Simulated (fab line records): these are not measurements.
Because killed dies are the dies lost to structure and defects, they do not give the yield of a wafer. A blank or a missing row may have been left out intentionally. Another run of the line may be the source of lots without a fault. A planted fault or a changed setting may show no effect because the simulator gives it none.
Chamber matching | flow gf180mcu | 4 sister chambers for GF_V1_CMP_26 on cmp-01
The step polishes, stops on SiO2, t overpolish 15 s, target thk 0 nm. 4 wafers are shown with their chamber, then 8 later ones without.

== WAFERS PAIRED WITH THEIR CHAMBERS ==
wafer  | chamber | timeToEndpointS (s)
L730.4 | 3       | 86
L732.2 | 0       | 84
L732.3 | 2       | 86
L734.4 | 1       | 90

== WAFERS WITH NO CHAMBER GIVEN ==
wafer  | timeToEndpointS (s)
L734.5 | 82
L734.6 | 91
L735.1 | 90
L735.3 | 80
L735.4 | 85
L736.2 | 89
L736.3 | 84
L736.5 | 89

== THE CHAMBER EACH PASSED THROUGH ==
wafer  | from the rows above          | in truth
L734.5 | can't be placed: 0 or 2 or 3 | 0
L734.6 | 1                            | 1
L735.1 | 1                            | 1
L735.3 | can't be placed: 0 or 2 or 3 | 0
L735.4 | can't be placed: 0 or 2 or 3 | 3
L736.2 | can't be placed: 1 or 2 or 3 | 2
L736.3 | can't be placed: 0 or 2 or 3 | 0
L736.5 | can't be placed: 1 or 2 or 3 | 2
Correct placement for 2 of the 8. Not placeable from these rows: 6 (in 6, the candidates include the true chamber). Placed wrongly: 0.
How it was worked out, from the rows above alone: a wafer's distance from a chamber is the root of the sum, over the readings, of the square of ((its reading less the chamber's mean) divided by the reading's scatter). The wafer belongs to the nearest chamber; if the next one is less than 2 further off, it can't be placed. A chamber's mean is the mean of its shown wafers. The scatter: with one shown wafer a chamber, the root of the mean of the squares of how far each hidden wafer lies from its nearest shown one.
